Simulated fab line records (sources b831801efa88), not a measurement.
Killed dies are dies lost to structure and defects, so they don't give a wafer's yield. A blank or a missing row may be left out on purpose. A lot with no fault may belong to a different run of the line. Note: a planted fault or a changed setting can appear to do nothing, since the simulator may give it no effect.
Chamber matching	flow gf180mcu	cmp-01 running GF_V3_CMP_26: 4 sister chambers
The step polishes, stops on SiO2, t overpolish 15 s, target thk 0 nm. 14 wafers are shown with their chamber, then 7 later ones without.

## WAFERS PAIRED WITH THEIR CHAMBERS
wafer	chamber	time-to-endpoint-s (s)	motor-current-A (A)
L350.1	3	83	12.3
L350.2	2	85	11.5
L350.3	0	83	11.4
L356.1	2	82	11.8
L356.4	0	84	11.6
L356.6	1	78	12.6
L357.3	0	85	11.6
L357.5	2	90	11.1
L357.6	3	87	11.8
L358.1	2	87	11.2
L358.2	1	78	11.3
L358.3	0	86	11.4
L360.1	3	88	12.2
L360.2	0	89	10.9

SIGNATURES (means of the wafers above)
reading	chamber 0	chamber 1	chamber 2	chamber 3	scatter within a chamber
time-to-endpoint-s	85.40	78.00	86.00	86.00	2.63
motor-current-A	11.380	11.950	11.400	12.100	0.402
Rule: a wafer lies at a distance from a chamber equal to the root of the sum of squares, over the readings, of (its reading less the chamber's mean, divided by the reading's scatter). If the next closest chamber is less than 2 further off than the closest, the wafer can't be placed; otherwise it belongs to the closest. How the scatter is found: for the shown wafers, subtract from each reading the mean of its chamber, square and add these, divide the total by (wafers less chambers), then take the root.

## WAFERS WHOSE CHAMBER IS MISSING
wafer	time-to-endpoint-s (s)	motor-current-A (A)
L360.3	91	11.6
L361.2	82	12.8
L361.3	82	11.6
L361.5	84	12.4
L363.2	81	11.9
L363.3	82	11.6
L363.4	79	12.6

## CHAMBER TAKEN BY EACH
wafer	from the rows above	in truth
L360.3	can't be placed: 2 or 0 or 3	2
L361.2	can't be placed: 3 or 1 or 0 or 2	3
L361.3	can't be placed: 0 or 2 or 1 or 3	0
L361.5	can't be placed: 3 or 1 or 0 or 2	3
L363.2	can't be placed: 1 or 3 or 0 or 2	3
L363.3	can't be placed: 0 or 2 or 1 or 3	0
L363.4	can't be placed: 1 or 3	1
Correctly placed: 0 of 7. These rows do not allow placing 7 (true chamber among the candidates in 7). Number placed wrongly: 0.
